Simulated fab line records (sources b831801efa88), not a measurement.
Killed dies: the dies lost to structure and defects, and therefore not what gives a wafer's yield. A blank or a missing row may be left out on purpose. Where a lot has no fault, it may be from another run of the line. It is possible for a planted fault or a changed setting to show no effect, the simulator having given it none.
fab line records / flow sfqLine
record: lots: 14 wafers: 42 lastDay: 91
route steps=325 shown I3@146 C5@247 I6@276 M7@288
lots untouched by any fault: they come from a run of this same line in which no faults occurred
startH: start of the lot's first displayed wafer, in hours after the record's first day / waitH: time in hours since the lot's previous step / " unchanged from the row above / L1.1+2: one row covering several wafers at once / - value missing, or start not given / * or withheld: withheld / < > ~ a bound
route shown NAME@n: names a module that has steps shown in the file, with the first one's number in the route / usual: the fault-free wafers' mean and standard deviation / same: alike in all rows / chamber/n: place in a boat / sites: per-site readings / _std_site: how widely they spread, as a standard deviation / _edge_site: inner sites' mean taken away from outer sites' mean / radiusMm: how far each site lies from the wafer's centre / mask NAME#n: copy n / behind: the last tool/chamber to shape the wafer / hold: reason for holding the lot/hours on hold/outcome of the hold / device: names the non-switching transistor (n, p or np) / end of line: tests of these same wafers at the route's end / step lacking rows: just its recipe / killed: count of dies lost to structure and defects at first sort (not the wafer's yield) / map: a wafer's dies, marking killed ones x, the rest . and places with no die _
set.NAME: the run value of the setting; set.NAME@STEP: its run value at that earlier step / model.NAME: the simulator's own value behind a step, which no gauge read
the route's steps for a sample of lots (tables are steps, rows are wafers)
services: from which hour (startH, from the record's first day; less than 0 if before it) a tool's chamber was out of use, for how many hours, and why
== steps ==
step: SFQ_TRILAYER_I3_VIA_STRIP_STRIP_089
recipe: gas: O2 powerW: 200 platenTempC: 40 overashFraction: 0.65 chemistry: O2 pressureMtorr: 50
usual: drypumpMotorCurrentA: 5.5/0.52 oesProductAu: 0.997/0.0095
lot.wafer=L813.2 tool=rieMetal-04 chamber=0 startH=1018.15 waitH=- drypumpMotorCurrentA=5.4 oesProductAu=0.998 rfHoursCounterH=108
lot.wafer=L813.4 tool=rieMetal-04 chamber=0 startH=1018.15 waitH=- drypumpMotorCurrentA=5.4 oesProductAu=1.008 rfHoursCounterH=-
lot.wafer=L813.5 tool=rieMetal-04 chamber=1 startH=1018.15 waitH=- drypumpMotorCurrentA=4.9 oesProductAu=0.992 rfHoursCounterH=-
lot.wafer=L815.1 tool=rieMetal-03 chamber=0 startH=1036.40 waitH=- drypumpMotorCurrentA=5.0 oesProductAu=0.988 rfHoursCounterH=57
lot.wafer=L815.2 tool=rieMetal-03 chamber=1 startH=1036.40 waitH=- drypumpMotorCurrentA=6.2 oesProductAu=1.001 rfHoursCounterH=17
lot.wafer=L815.3 tool=rieMetal-03 chamber=1 startH=1036.40 waitH=- drypumpMotorCurrentA=6.2 oesProductAu=1.006 rfHoursCounterH=-
lot.wafer=L816.1 tool=rieMetal-03 chamber=0 startH=1040.00 waitH=- drypumpMotorCurrentA=5.0 oesProductAu=0.982 rfHoursCounterH=58
lot.wafer=L816.4 tool=rieMetal-03 chamber=1 startH=1040.00 waitH=- drypumpMotorCurrentA=6.2 oesProductAu=1.000 rfHoursCounterH=-
lot.wafer=L816.5 tool=rieMetal-03 chamber=0 startH=1040.00 waitH=- drypumpMotorCurrentA=4.9 oesProductAu=0.975 rfHoursCounterH=-
lot.wafer=L818.1 tool=rieMetal-03 chamber=0 startH=1058.00 waitH=- drypumpMotorCurrentA=5.0 oesProductAu=0.995 rfHoursCounterH=60
lot.wafer=L818.3 tool=rieMetal-03 chamber=1 startH=1058.00 waitH=- drypumpMotorCurrentA=6.2 oesProductAu=1.006 rfHoursCounterH=-
lot.wafer=L818.4 tool=rieMetal-03 chamber=0 startH=1058.00 waitH=- drypumpMotorCurrentA=5.0 oesProductAu=0.984 rfHoursCounterH=-
lot.wafer=L819.2 tool=rieMetal-04 chamber=0 startH=1060.40 waitH=- drypumpMotorCurrentA=5.5 oesProductAu=0.999 rfHoursCounterH=113
lot.wafer=L819.4 tool=rieMetal-04 chamber=0 startH=1060.40 waitH=- drypumpMotorCurrentA=5.4 oesProductAu=0.997 rfHoursCounterH=-
lot.wafer=L819.5 tool=rieMetal-04 chamber=1 startH=1060.40 waitH=- drypumpMotorCurrentA=5.0 oesProductAu=1.002 rfHoursCounterH=-
lot.wafer=L820.2 tool=rieMetal-03 chamber=1 startH=1066.40 waitH=- drypumpMotorCurrentA=6.3 oesProductAu=1.007 rfHoursCounterH=21
lot.wafer=L820.4 tool=rieMetal-03 chamber=0 startH=1066.40 waitH=- drypumpMotorCurrentA=4.9 oesProductAu=1.000 rfHoursCounterH=-
lot.wafer=L820.5 tool=rieMetal-03 chamber=1 startH=1066.40 waitH=- drypumpMotorCurrentA=6.3 oesProductAu=1.014 rfHoursCounterH=-
lot.wafer=L822.1 tool=rieMetal-03 chamber=0 startH=1096.40 waitH=- drypumpMotorCurrentA=4.9 oesProductAu=0.996 rfHoursCounterH=64
lot.wafer=L822.3 tool=rieMetal-03 chamber=1 startH=1096.40 waitH=- drypumpMotorCurrentA=6.2 oesProductAu=1.000 rfHoursCounterH=-
lot.wafer=L822.5 tool=rieMetal-03 chamber=0 startH=1096.40 waitH=- drypumpMotorCurrentA=4.9 oesProductAu=0.988 rfHoursCounterH=-
lot.wafer=L823.1 tool=rieMetal-01 chamber=1 startH=1127.60 waitH=- drypumpMotorCurrentA=5.8 oesProductAu=0.991 rfHoursCounterH=109
lot.wafer=L823.5 tool=rieMetal-01 chamber=1 startH=1127.60 waitH=- drypumpMotorCurrentA=5.8 oesProductAu=0.976 rfHoursCounterH=-
lot.wafer=L823.6 tool=rieMetal-01 chamber=0 startH=1127.60 waitH=- drypumpMotorCurrentA=6.0 oesProductAu=0.986 rfHoursCounterH=-
lot.wafer=L824.1 tool=rieMetal-04 chamber=1 startH=1128.80 waitH=- drypumpMotorCurrentA=4.9 oesProductAu=1.005 rfHoursCounterH=25
lot.wafer=L824.2 tool=rieMetal-04 chamber=0 startH=1128.80 waitH=- drypumpMotorCurrentA=5.4 oesProductAu=1.003 rfHoursCounterH=122
lot.wafer=L824.5 tool=rieMetal-04 chamber=1 startH=1128.80 waitH=- drypumpMotorCurrentA=4.9 oesProductAu=0.998 rfHoursCounterH=-
lot.wafer=L825.1 tool=rieMetal-04 chamber=1 startH=1143.19 waitH=- drypumpMotorCurrentA=4.9 oesProductAu=0.995 rfHoursCounterH=26
lot.wafer=L825.4 tool=rieMetal-04 chamber=1 startH=1143.19 waitH=- drypumpMotorCurrentA=4.9 oesProductAu=0.991 rfHoursCounterH=-
lot.wafer=L825.6 tool=rieMetal-04 chamber=0 startH=1143.19 waitH=- drypumpMotorCurrentA=5.4 oesProductAu=1.001 rfHoursCounterH=-
lot.wafer=L826.3 tool=rieMetal-03 chamber=0 startH=1148.19 waitH=- drypumpMotorCurrentA=5.0 oesProductAu=0.998 rfHoursCounterH=-
lot.wafer=L826.4 tool=rieMetal-03 chamber=1 startH=1148.19 waitH=- drypumpMotorCurrentA=6.2 oesProductAu=0.999 rfHoursCounterH=-
lot.wafer=L826.6 tool=rieMetal-03 chamber=1 startH=1148.19 waitH=- drypumpMotorCurrentA=6.3 oesProductAu=1.010 rfHoursCounterH=-
lot.wafer=L830.2 tool=rieMetal-03 chamber=1 startH=1163.51 waitH=- drypumpMotorCurrentA=6.2 oesProductAu=1.008 rfHoursCounterH=34
lot.wafer=L830.3 tool=rieMetal-03 chamber=1 startH=1163.51 waitH=- drypumpMotorCurrentA=6.2 oesProductAu=0.999 rfHoursCounterH=-
lot.wafer=L830.4 tool=rieMetal-03 chamber=0 startH=1163.51 waitH=- drypumpMotorCurrentA=5.0 oesProductAu=0.991 rfHoursCounterH=-
lot.wafer=L831.2 tool=rieMetal-01 chamber=0 startH=1165.91 waitH=- drypumpMotorCurrentA=6.1 oesProductAu=1.002 rfHoursCounterH=16
lot.wafer=L831.4 tool=rieMetal-01 chamber=0 startH=1165.91 waitH=- drypumpMotorCurrentA=6.0 oesProductAu=0.998 rfHoursCounterH=-
lot.wafer=L831.6 tool=rieMetal-01 chamber=0 startH=1165.91 waitH=- drypumpMotorCurrentA=6.0 oesProductAu=1.004 rfHoursCounterH=-
lot.wafer=L836.1 tool=rieMetal-04 chamber=0 startH=1221.96 waitH=- drypumpMotorCurrentA=5.4 oesProductAu=1.000 rfHoursCounterH=133
lot.wafer=L836.5 tool=rieMetal-04 chamber=0 startH=1221.96 waitH=- drypumpMotorCurrentA=5.4 oesProductAu=0.994 rfHoursCounterH=-
lot.wafer=L836.6 tool=rieMetal-04 chamber=1 startH=1221.96 waitH=- drypumpMotorCurrentA=4.9 oesProductAu=0.994 rfHoursCounterH=-
step: SFQ_TRILAYER_C5_BARC_OPEN_VIA_ETCH_210
recipe: maskMaterial: PR chemistry: O2 targetDepthNm: 125 target: BARC sourceW: 500 biasW: 80 pressureMtorr: 30 timeS: 41.7
usual: drypumpMotorCurrentA: 5.9/0.35 oesProductAu: 0.685/0.0054
lot.wafer=L813.2 tool=rieDiel-01 chamber=1 startH=1697.73 waitH=0.0 drypumpMotorCurrentA=6.1 oesProductAu=0.692 rfHoursCounterH=12
lot.wafer=L813.4 tool=rieDiel-01 chamber=3 startH=1697.73 waitH=0.0 drypumpMotorCurrentA=6.1 oesProductAu=0.686 rfHoursCounterH=-
lot.wafer=L813.5 tool=rieDiel-01 chamber=2 startH=1697.73 waitH=0.0 drypumpMotorCurrentA=5.9 oesProductAu=0.688 rfHoursCounterH=-
lot.wafer=L815.1 tool=rieDiel-04 chamber=1 startH=1710.93 waitH=0.0 drypumpMotorCurrentA=6.0 oesProductAu=0.687 rfHoursCounterH=11
lot.wafer=L815.2 tool=rieDiel-04 chamber=2 startH=1710.93 waitH=0.0 drypumpMotorCurrentA=6.0 oesProductAu=0.699 rfHoursCounterH=18
lot.wafer=L815.3 tool=rieDiel-04 chamber=3 startH=1710.93 waitH=0.0 drypumpMotorCurrentA=5.3 oesProductAu=0.692 rfHoursCounterH=2
lot.wafer=L816.1 tool=rieDiel-01 chamber=3 startH=1712.13 waitH=0.0 drypumpMotorCurrentA=6.1 oesProductAu=0.692 rfHoursCounterH=13
lot.wafer=L816.4 tool=rieDiel-01 chamber=1 startH=1712.13 waitH=0.0 drypumpMotorCurrentA=6.1 oesProductAu=0.688 rfHoursCounterH=-
lot.wafer=L816.5 tool=rieDiel-01 chamber=2 startH=1712.13 waitH=0.0 drypumpMotorCurrentA=5.9 oesProductAu=0.681 rfHoursCounterH=-
lot.wafer=L818.1 tool=rieDiel-01 chamber=1 startH=1724.13 waitH=0.0 drypumpMotorCurrentA=6.1 oesProductAu=0.688 rfHoursCounterH=12
lot.wafer=L818.3 tool=rieDiel-01 chamber=3 startH=1724.13 waitH=0.0 drypumpMotorCurrentA=6.1 oesProductAu=0.690 rfHoursCounterH=13
lot.wafer=L818.4 tool=rieDiel-01 chamber=2 startH=1724.13 waitH=0.0 drypumpMotorCurrentA=5.9 oesProductAu=0.687 rfHoursCounterH=-
lot.wafer=L819.2 tool=rieDiel-02 chamber=3 startH=1726.41 waitH=0.0 drypumpMotorCurrentA=6.0 oesProductAu=0.678 rfHoursCounterH=1
lot.wafer=L819.4 tool=rieDiel-02 chamber=1 startH=1726.41 waitH=0.0 drypumpMotorCurrentA=5.7 oesProductAu=0.690 rfHoursCounterH=12
lot.wafer=L819.5 tool=rieDiel-02 chamber=3 startH=1726.41 waitH=0.0 drypumpMotorCurrentA=6.0 oesProductAu=0.679 rfHoursCounterH=-
lot.wafer=L820.2 tool=rieDiel-01 chamber=3 startH=1737.21 waitH=0.0 drypumpMotorCurrentA=6.1 oesProductAu=0.689 rfHoursCounterH=13
lot.wafer=L820.4 tool=rieDiel-01 chamber=3 startH=1737.21 waitH=0.0 drypumpMotorCurrentA=6.1 oesProductAu=0.681 rfHoursCounterH=-
lot.wafer=L820.5 tool=rieDiel-01 chamber=1 startH=1737.21 waitH=0.0 drypumpMotorCurrentA=6.1 oesProductAu=0.688 rfHoursCounterH=-
lot.wafer=L822.1 tool=rieDiel-02 chamber=2 startH=1754.01 waitH=0.0 drypumpMotorCurrentA=6.5 oesProductAu=0.691 rfHoursCounterH=1
lot.wafer=L822.3 tool=rieDiel-02 chamber=3 startH=1754.01 waitH=0.0 drypumpMotorCurrentA=6.1 oesProductAu=0.686 rfHoursCounterH=1
lot.wafer=L822.5 tool=rieDiel-02 chamber=1 startH=1754.01 waitH=0.0 drypumpMotorCurrentA=5.7 oesProductAu=0.686 rfHoursCounterH=-
lot.wafer=L823.1 tool=rieDiel-01 chamber=2 startH=1757.61 waitH=0.0 drypumpMotorCurrentA=5.9 oesProductAu=0.686 rfHoursCounterH=15
lot.wafer=L823.5 tool=rieDiel-01 chamber=1 startH=1757.61 waitH=0.0 drypumpMotorCurrentA=6.1 oesProductAu=0.685 rfHoursCounterH=-
lot.wafer=L823.6 tool=rieDiel-01 chamber=2 startH=1757.61 waitH=0.0 drypumpMotorCurrentA=5.9 oesProductAu=0.684 rfHoursCounterH=-
lot.wafer=L824.1 tool=rieDiel-04 chamber=2 startH=1758.81 waitH=0.0 drypumpMotorCurrentA=6.0 oesProductAu=0.685 rfHoursCounterH=18
lot.wafer=L824.2 tool=rieDiel-04 chamber=3 startH=1758.81 waitH=0.0 drypumpMotorCurrentA=5.3 oesProductAu=0.685 rfHoursCounterH=2
lot.wafer=L824.5 tool=rieDiel-04 chamber=1 startH=1758.81 waitH=0.0 drypumpMotorCurrentA=5.9 oesProductAu=0.691 rfHoursCounterH=-
lot.wafer=L825.1 tool=rieDiel-02 chamber=0 startH=1761.34 waitH=0.0 drypumpMotorCurrentA=5.0 oesProductAu=0.679 rfHoursCounterH=8
lot.wafer=L825.4 tool=rieDiel-02 chamber=3 startH=1761.34 waitH=0.0 drypumpMotorCurrentA=6.0 oesProductAu=0.683 rfHoursCounterH=1
lot.wafer=L825.6 tool=rieDiel-02 chamber=0 startH=1761.34 waitH=0.0 drypumpMotorCurrentA=5.0 oesProductAu=0.684 rfHoursCounterH=-
lot.wafer=L826.3 tool=rieDiel-01 chamber=1 startH=1764.94 waitH=0.0 drypumpMotorCurrentA=6.1 oesProductAu=0.690 rfHoursCounterH=13
lot.wafer=L826.4 tool=rieDiel-01 chamber=3 startH=1764.94 waitH=0.0 drypumpMotorCurrentA=6.1 oesProductAu=0.695 rfHoursCounterH=-
lot.wafer=L826.6 tool=rieDiel-01 chamber=1 startH=1764.94 waitH=0.0 drypumpMotorCurrentA=6.1 oesProductAu=0.686 rfHoursCounterH=-
lot.wafer=L830.2 tool=rieDiel-01 chamber=2 startH=1886.44 waitH=0.0 drypumpMotorCurrentA=5.9 oesProductAu=0.687 rfHoursCounterH=16
lot.wafer=L830.3 tool=rieDiel-01 chamber=1 startH=1886.44 waitH=0.0 drypumpMotorCurrentA=6.0 oesProductAu=0.675 rfHoursCounterH=14
lot.wafer=L830.4 tool=rieDiel-01 chamber=0 startH=1886.44 waitH=0.0 drypumpMotorCurrentA=6.3 oesProductAu=0.685 rfHoursCounterH=1
lot.wafer=L831.2 tool=rieDiel-04 chamber=1 startH=1897.66 waitH=0.0 drypumpMotorCurrentA=6.0 oesProductAu=0.686 rfHoursCounterH=13
lot.wafer=L831.4 tool=rieDiel-04 chamber=0 startH=1897.66 waitH=0.0 drypumpMotorCurrentA=6.0 oesProductAu=0.683 rfHoursCounterH=2
lot.wafer=L831.6 tool=rieDiel-04 chamber=1 startH=1897.66 waitH=0.0 drypumpMotorCurrentA=6.0 oesProductAu=0.684 rfHoursCounterH=-
lot.wafer=L836.1 tool=rieDiel-02 chamber=3 startH=1924.35 waitH=0.0 drypumpMotorCurrentA=6.0 oesProductAu=0.681 rfHoursCounterH=3
lot.wafer=L836.5 tool=rieDiel-02 chamber=0 startH=1924.35 waitH=0.0 drypumpMotorCurrentA=5.1 oesProductAu=0.682 rfHoursCounterH=-
lot.wafer=L836.6 tool=rieDiel-02 chamber=3 startH=1924.35 waitH=0.0 drypumpMotorCurrentA=6.1 oesProductAu=0.679 rfHoursCounterH=-
step: SFQ_I6_OVL_MEAS_942
usual: I6_OVL: -3/6
lot.wafer=L813.2 tool=overlay-01 chamber=- startH=1806.91 waitH=0.1 I6_OVL[nm]=-7
lot.wafer=L813.4 tool=overlay-01 chamber=- startH=1806.91 waitH=0.1 I6_OVL[nm]=-5
lot.wafer=L813.5 tool=overlay-01 chamber=- startH=1806.91 waitH=0.1 I6_OVL[nm]=-6
lot.wafer=L815.1 tool=overlay-02 chamber=- startH=1819.29 waitH=0.1 I6_OVL[nm]=-3
lot.wafer=L815.2 tool=overlay-02 chamber=- startH=1819.29 waitH=0.1 I6_OVL[nm]=-3
lot.wafer=L815.3 tool=overlay-02 chamber=- startH=1819.29 waitH=0.1 I6_OVL[nm]=-1
lot.wafer=L816.1 tool=overlay-01 chamber=- startH=1824.19 waitH=0.1 I6_OVL[nm]=-1
lot.wafer=L816.4 tool=overlay-01 chamber=- startH=1824.19 waitH=0.1 I6_OVL[nm]=-1
lot.wafer=L816.5 tool=overlay-01 chamber=- startH=1824.19 waitH=0.1 I6_OVL[nm]=0
lot.wafer=L818.1 tool=overlay-02 chamber=- startH=1835.07 waitH=0.1 I6_OVL[nm]=0
lot.wafer=L818.3 tool=overlay-02 chamber=- startH=1835.07 waitH=0.1 I6_OVL[nm]=-1
lot.wafer=L818.4 tool=overlay-02 chamber=- startH=1835.07 waitH=0.1 I6_OVL[nm]=2
lot.wafer=L819.2 tool=overlay-01 chamber=- startH=1838.08 waitH=0.1 I6_OVL[nm]=-6
lot.wafer=L819.4 tool=overlay-01 chamber=- startH=1838.08 waitH=0.1 I6_OVL[nm]=-10
lot.wafer=L819.5 tool=overlay-01 chamber=- startH=1838.08 waitH=0.1 I6_OVL[nm]=-11
lot.wafer=L820.2 tool=overlay-02 chamber=- startH=1848.45 waitH=0.1 I6_OVL[nm]=-10
lot.wafer=L820.4 tool=overlay-02 chamber=- startH=1848.45 waitH=0.1 I6_OVL[nm]=-8
lot.wafer=L820.5 tool=overlay-02 chamber=- startH=1848.45 waitH=0.1 I6_OVL[nm]=-7
lot.wafer=L822.1 tool=overlay-02 chamber=- startH=1865.49 waitH=0.1 I6_OVL[nm]=-4
lot.wafer=L822.3 tool=overlay-02 chamber=- startH=1865.49 waitH=0.1 I6_OVL[nm]=5
lot.wafer=L822.5 tool=overlay-02 chamber=- startH=1865.49 waitH=0.1 I6_OVL[nm]=-3
lot.wafer=L823.1 tool=overlay-01 chamber=- startH=1870.21 waitH=0.1 I6_OVL[nm]=2
lot.wafer=L823.5 tool=overlay-01 chamber=- startH=1870.21 waitH=0.1 I6_OVL[nm]=0
lot.wafer=L823.6 tool=overlay-01 chamber=- startH=1870.21 waitH=0.1 I6_OVL[nm]=2
lot.wafer=L824.1 tool=overlay-02 chamber=- startH=1955.85 waitH=0.1 I6_OVL[nm]=9
lot.wafer=L824.2 tool=overlay-02 chamber=- startH=1955.85 waitH=0.1 I6_OVL[nm]=4
lot.wafer=L824.5 tool=overlay-02 chamber=- startH=1955.85 waitH=0.1 I6_OVL[nm]=12
lot.wafer=L825.1 tool=overlay-01 chamber=- startH=1957.05 waitH=0.1 I6_OVL[nm]=-3
lot.wafer=L825.4 tool=overlay-01 chamber=- startH=1957.05 waitH=0.1 I6_OVL[nm]=-2
lot.wafer=L825.6 tool=overlay-01 chamber=- startH=1957.05 waitH=0.1 I6_OVL[nm]=-3
lot.wafer=L826.3 tool=overlay-02 chamber=- startH=1958.26 waitH=0.1 I6_OVL[nm]=-1
lot.wafer=L826.4 tool=overlay-02 chamber=- startH=1958.26 waitH=0.1 I6_OVL[nm]=7
lot.wafer=L826.6 tool=overlay-02 chamber=- startH=1958.26 waitH=0.1 I6_OVL[nm]=5
lot.wafer=L830.2 tool=overlay-01 chamber=- startH=1994.26 waitH=0.1 I6_OVL[nm]=-1
lot.wafer=L830.3 tool=overlay-01 chamber=- startH=1994.26 waitH=0.1 I6_OVL[nm]=3
lot.wafer=L830.4 tool=overlay-01 chamber=- startH=1994.26 waitH=0.1 I6_OVL[nm]=-9
lot.wafer=L831.2 tool=overlay-02 chamber=- startH=2000.86 waitH=0.1 I6_OVL[nm]=5
lot.wafer=L831.4 tool=overlay-02 chamber=- startH=2000.86 waitH=0.1 I6_OVL[nm]=-4
lot.wafer=L831.6 tool=overlay-02 chamber=- startH=2000.86 waitH=0.1 I6_OVL[nm]=0
lot.wafer=L836.1 tool=overlay-01 chamber=- startH=2023.66 waitH=0.1 I6_OVL[nm]=0
lot.wafer=L836.5 tool=overlay-01 chamber=- startH=2023.66 waitH=0.1 I6_OVL[nm]=5
lot.wafer=L836.6 tool=overlay-01 chamber=- startH=2023.66 waitH=0.1 I6_OVL[nm]=2
step: SFQ_TRILAYER_M7_LITHO_EXPOSE_178
recipe: maskId: M7 na: 0.6 sourceShape: conventional sigmaOuter: 0.65 targetCdNm: 500 doseMj: 14.4
usual: exposureDoseMJCm2: 14.400/0.015 focusOffsetNm: -0.1/0.51
lot.wafer=L813.2 tool=krfScanner-02 chamber=0 startH=1813.93 waitH=- mask=M7#0 exposureDoseMJCm2=14.394 focusOffsetNm=-0.5
lot.wafer=L813.4 tool=krfScanner-02 chamber=0 startH=1813.93 waitH=- mask=M7#0 exposureDoseMJCm2=14.392 focusOffsetNm=-0.6
lot.wafer=L813.5 tool=krfScanner-02 chamber=0 startH=1813.93 waitH=- mask=M7#0 exposureDoseMJCm2=14.422 focusOffsetNm=-0.8
lot.wafer=L815.1 tool=krfScanner-02 chamber=0 startH=1821.30 waitH=- mask=M7#0 exposureDoseMJCm2=14.419 focusOffsetNm=-0.5
lot.wafer=L815.2 tool=krfScanner-02 chamber=0 startH=1821.30 waitH=- mask=M7#0 exposureDoseMJCm2=14.430 focusOffsetNm=0.7
lot.wafer=L815.3 tool=krfScanner-02 chamber=0 startH=1821.30 waitH=- mask=M7#0 exposureDoseMJCm2=14.416 focusOffsetNm=0.5
lot.wafer=L816.1 tool=krfScanner-01 chamber=0 startH=1828.49 waitH=- mask=M7#0 exposureDoseMJCm2=14.389 focusOffsetNm=0.1
lot.wafer=L816.4 tool=krfScanner-01 chamber=0 startH=1828.49 waitH=- mask=M7#0 exposureDoseMJCm2=14.398 focusOffsetNm=-0.3
lot.wafer=L816.5 tool=krfScanner-01 chamber=0 startH=1828.49 waitH=- mask=M7#0 exposureDoseMJCm2=14.410 focusOffsetNm=0.0
lot.wafer=L818.1 tool=krfScanner-01 chamber=0 startH=1837.77 waitH=- mask=M7#0 exposureDoseMJCm2=14.390 focusOffsetNm=1.2
lot.wafer=L818.3 tool=krfScanner-01 chamber=0 startH=1837.77 waitH=- mask=M7#0 exposureDoseMJCm2=14.395 focusOffsetNm=0.5
lot.wafer=L818.4 tool=krfScanner-01 chamber=0 startH=1837.77 waitH=- mask=M7#0 exposureDoseMJCm2=14.370 focusOffsetNm=0.4
lot.wafer=L819.2 tool=krfScanner-01 chamber=0 startH=1841.57 waitH=- mask=M7#0 exposureDoseMJCm2=14.419 focusOffsetNm=0.0
lot.wafer=L819.4 tool=krfScanner-01 chamber=0 startH=1841.57 waitH=- mask=M7#0 exposureDoseMJCm2=14.401 focusOffsetNm=-0.2
lot.wafer=L819.5 tool=krfScanner-01 chamber=0 startH=1841.57 waitH=- mask=M7#0 exposureDoseMJCm2=14.409 focusOffsetNm=0.4
lot.wafer=L820.2 tool=krfScanner-01 chamber=0 startH=1851.35 waitH=- mask=M7#0 exposureDoseMJCm2=14.383 focusOffsetNm=-0.7
lot.wafer=L820.4 tool=krfScanner-01 chamber=0 startH=1851.35 waitH=- mask=M7#0 exposureDoseMJCm2=14.392 focusOffsetNm=-0.3
lot.wafer=L820.5 tool=krfScanner-01 chamber=0 startH=1851.35 waitH=- mask=M7#0 exposureDoseMJCm2=14.378 focusOffsetNm=-0.7
lot.wafer=L822.1 tool=krfScanner-01 chamber=0 startH=1867.51 waitH=- mask=M7#0 exposureDoseMJCm2=14.384 focusOffsetNm=-1.0
lot.wafer=L822.3 tool=krfScanner-01 chamber=0 startH=1867.51 waitH=- mask=M7#0 exposureDoseMJCm2=14.406 focusOffsetNm=-0.2
lot.wafer=L822.5 tool=krfScanner-01 chamber=0 startH=1867.51 waitH=- mask=M7#0 exposureDoseMJCm2=14.381 focusOffsetNm=-0.6
lot.wafer=L823.1 tool=krfScanner-02 chamber=0 startH=1891.33 waitH=- mask=M7#0 exposureDoseMJCm2=14.387 focusOffsetNm=-0.3
lot.wafer=L823.5 tool=krfScanner-02 chamber=0 startH=1891.33 waitH=- mask=M7#0 exposureDoseMJCm2=14.376 focusOffsetNm=0.2
lot.wafer=L823.6 tool=krfScanner-02 chamber=0 startH=1891.33 waitH=- mask=M7#0 exposureDoseMJCm2=14.405 focusOffsetNm=0.5
lot.wafer=L824.1 tool=krfScanner-02 chamber=0 startH=1960.41 waitH=- mask=M7#0 exposureDoseMJCm2=14.416 focusOffsetNm=0.8
lot.wafer=L824.2 tool=krfScanner-02 chamber=0 startH=1960.41 waitH=- mask=M7#0 exposureDoseMJCm2=14.398 focusOffsetNm=0.5
lot.wafer=L824.5 tool=krfScanner-02 chamber=0 startH=1960.41 waitH=- mask=M7#0 exposureDoseMJCm2=14.428 focusOffsetNm=-1.4
lot.wafer=L825.1 tool=krfScanner-02 chamber=0 startH=1961.61 waitH=- mask=M7#0 exposureDoseMJCm2=14.400 focusOffsetNm=-0.4
lot.wafer=L825.4 tool=krfScanner-02 chamber=0 startH=1961.61 waitH=- mask=M7#0 exposureDoseMJCm2=14.387 focusOffsetNm=-0.8
lot.wafer=L825.6 tool=krfScanner-02 chamber=0 startH=1961.61 waitH=- mask=M7#0 exposureDoseMJCm2=14.378 focusOffsetNm=-0.8
lot.wafer=L826.3 tool=krfScanner-02 chamber=0 startH=1964.41 waitH=- mask=M7#0 exposureDoseMJCm2=14.405 focusOffsetNm=0.7
lot.wafer=L826.4 tool=krfScanner-02 chamber=0 startH=1964.41 waitH=- mask=M7#0 exposureDoseMJCm2=14.421 focusOffsetNm=0.2
lot.wafer=L826.6 tool=krfScanner-02 chamber=0 startH=1964.41 waitH=- mask=M7#0 exposureDoseMJCm2=14.425 focusOffsetNm=0.0
lot.wafer=L830.2 tool=krfScanner-02 chamber=- startH=2072.76 waitH=- mask=M7#0 exposureDoseMJCm2=- focusOffsetNm=-
lot.wafer=L830.3 tool=krfScanner-02 chamber=- startH=2072.76 waitH=- mask=M7#0 exposureDoseMJCm2=- focusOffsetNm=-
lot.wafer=L830.4 tool=krfScanner-02 chamber=- startH=2072.76 waitH=- mask=M7#0 exposureDoseMJCm2=- focusOffsetNm=-
lot.wafer=L831.2 tool=krfScanner-01 chamber=- startH=2080.12 waitH=- mask=M7#0 exposureDoseMJCm2=- focusOffsetNm=-
lot.wafer=L831.4 tool=krfScanner-01 chamber=- startH=2080.12 waitH=- mask=M7#0 exposureDoseMJCm2=- focusOffsetNm=-
lot.wafer=L831.6 tool=krfScanner-01 chamber=- startH=2080.12 waitH=- mask=M7#0 exposureDoseMJCm2=- focusOffsetNm=-
lot.wafer=L836.1 tool=krfScanner-01 chamber=0 startH=2102.72 waitH=- mask=M7#0 exposureDoseMJCm2=14.397 focusOffsetNm=0.3
lot.wafer=L836.5 tool=krfScanner-01 chamber=0 startH=2102.72 waitH=- mask=M7#0 exposureDoseMJCm2=14.387 focusOffsetNm=0.0
lot.wafer=L836.6 tool=krfScanner-01 chamber=0 startH=2102.72 waitH=- mask=M7#0 exposureDoseMJCm2=14.382 focusOffsetNm=0.5
== services ==
tool=rieDiel-01 chamber=2 startH=1012.18 hours=4.2 kind=repair
tool=rieMetal-03 chamber=- startH=1017.68 hours=2.8 kind=pm
tool=krfScanner-01 chamber=- startH=1019.99 hours=0.8 kind=pm
tool=krfScanner-02 chamber=- startH=1023.66 hours=1.3 kind=pm
tool=krfScanner-01 chamber=- startH=1024.98 hours=4.0 kind=pm
tool=rieDiel-01 chamber=2 startH=1081.85 hours=59.9 kind=repair
tool=rieDiel-01 chamber=3 startH=1117.45 hours=8.3 kind=repair
tool=krfScanner-01 chamber=- startH=1117.77 hours=1.3 kind=pm
tool=krfScanner-02 chamber=- startH=1130.37 hours=1.2 kind=repair
tool=krfScanner-02 chamber=- startH=1134.42 hours=3.0 kind=pm
tool=krfScanner-02 chamber=- startH=1137.42 hours=1.0 kind=pm
tool=krfScanner-02 chamber=- startH=1139.62 hours=0.8 kind=pm
tool=krfScanner-01 chamber=- startH=1149.90 hours=1.0 kind=pm
tool=krfScanner-02 chamber=- startH=1151.22 hours=4.0 kind=pm
tool=rieDiel-01 chamber=1 startH=1169.53 hours=5.1 kind=repair
tool=krfScanner-02 chamber=- startH=1169.81 hours=0.2 kind=repair
tool=krfScanner-01 chamber=- startH=1188.22 hours=0.8 kind=pm
tool=krfScanner-02 chamber=- startH=1199.15 hours=1.3 kind=pm
tool=krfScanner-01 chamber=- startH=1204.42 hours=5.8 kind=repair
tool=krfScanner-02 chamber=- startH=1212.95 hours=4.4 kind=pm
tool=rieMetal-03 chamber=1 startH=1221.61 hours=14.0 kind=repair
tool=krfScanner-02 chamber=- startH=1225.94 hours=0.2 kind=repair
tool=krfScanner-01 chamber=- startH=1293.47 hours=1.3 kind=pm
tool=krfScanner-02 chamber=- startH=1303.20 hours=1.0 kind=pm
== key ==
firstSign: step: SFQ_TRILAYER_M7_LITHO_EXPOSE_178 reading: toolRecord direction: missing
effect none on later readings
metAt SFQ_TRILAYER_M7_LITHO_EXPOSE_178
struckLots L830,L831
notActingAt SFQ_TRILAYER_I3_VIA_STRIP_STRIP_089,SFQ_TRILAYER_C5_BARC_OPEN_VIA_ETCH_210,SFQ_I6_OVL_MEAS_942
onsetBetween 1964.41 2072.76
fault: kind: skippedStepWhole tool: krfScanner-01,krfScanner-02 chamber: - onsetH: 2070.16 steps: SFQ_TRILAYER_M7_LITHO_EXPOSE_178 scope: struckLotsOnly
